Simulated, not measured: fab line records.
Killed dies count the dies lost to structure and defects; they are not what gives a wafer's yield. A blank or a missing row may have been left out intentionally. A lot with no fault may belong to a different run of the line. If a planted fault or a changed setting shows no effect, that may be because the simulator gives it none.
Struck lot and sound lot, side by side -- flow sfq-line -- 14 steps out of a route of 325
Sound: the wafers L851.1, L851.4, L851.6. Wafers L859.1, L859.3, L859.6 were the ones struck. The cause is named last.
Order at every step that has rows: each side's tool, ch and its chambers, its first start. Under that, the readings that differ: sound wafers -- struck wafers -- difference of the means -- sigmas: that difference in standard deviations of wafers without a fault.
alike: a reading whose means differ by less than 2 such deviations, as well as words and numbers matching on both sides. not compared: withheld readings; readings where some wafer has no value; bounds like >300 that might hide an equal value; numbers whose values overlap and for which the record gives no deviation.
Wherever a step has rows on one side only, a row that says differs or no value, or a row with sigmas, the two part there. When numbers do not overlap yet have no deviation, they are printed without sigmas and do not part them. Lack of a reading on every wafer of one side parts them only where that side has two or more wafers.

first, 3 steps without rows for these wafers: SFQ_TRILAYER_I7_VIA_LITHO_EXPOSE_188 (exposes mask I7, target cd 1000 nm); SFQ_TRILAYER_I7_VIA_LITHO_PEB_190 (peb time 60 s); SFQ_TRILAYER_I7_VIA_LITHO_DEVELOP_189 (time 60 s).
SFQ_I7_OVL_MEAS_947:
  sound on overlay-01 at day 70 13:28; struck on overlay-01 at day 71 02:40
  alike: I7_OVL
SFQ_TRILAYER_I7_VIA_BARC_OPEN_VIA_ETCH_260: etches BARC in O2, target depth 125 nm, time 41.7 s.
  sound on rie-diel-04 ch 0,2, day 70 13:30; struck on rie-diel-01 ch 1,3, day 71 02:42
  alike: drypump-motor-current-A, oes-product-au
  not compared: rf-hours-counter-h
SFQ_TRILAYER_I7_VIA_ETCH_VIA_ETCH_190: etches SiO2 in CHF3, stops on Nb, target depth 260 nm.
  sound on rie-diel-04 ch 0,2, day 70 13:32; struck on rie-diel-01 ch 1,3, day 71 02:44
  alike: drypump-motor-current-A, oes-product-au
SFQ_TRILAYER_I7_VIA_STRIP_STRIP_191: strips in O2.
  sound on rie-metal-03 ch 0,1, day 70 13:39; struck on rie-metal-04 ch 0,1, day 71 02:51
  alike: drypump-motor-current-A, oes-product-au
  not compared: rf-hours-counter-h
then, 5 steps without rows for these wafers: SFQ_TRILAYER_I7_VIA_STRIP_SOLV_CLEAN_192 (cleans in NMP, time 600 s); SFQ_TRILAYER_M8_LITHO_LOR_COAT_197; SFQ_TRILAYER_M8_LITHO_LOR_BAKE_198; SFQ_TRILAYER_M8_LITHO_COAT_193 (resist thk 600 nm); SFQ_TRILAYER_M8_LITHO_SOFTBAKE_199.
-- the record jumps here: 2 days lie between the struck wafers' starts before and after --
SFQ_TRILAYER_M8_LITHO_EXPOSE_194: exposes mask M8, target cd 2000 nm.
  struck on krf-scanner-01, day 73 10:49; sound on krf-scanner-01 ch 0, day 72 21:37
  no value came back on the struck wafers for exposure-dose-mJ-cm2, focus-offset-nm (nm), sigma-outer; on the sound wafers exposure-dose-mJ-cm2 reads 14.398 14.400 14.404
  alike: mask
then, 1 step without rows for these wafers: SFQ_TRILAYER_M8_LITHO_PEB_196 (peb time 60 s).

== WHERE THEY PART ==
At SFQ_TRILAYER_M8_LITHO_EXPOSE_194 and nowhere else, as far as this record goes.

WHY: whatever the simulator had introduced
Skipped step whole: krf-scanner-01, from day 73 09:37 on, at SFQ_TRILAYER_M8_LITHO_EXPOSE_194. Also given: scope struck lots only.
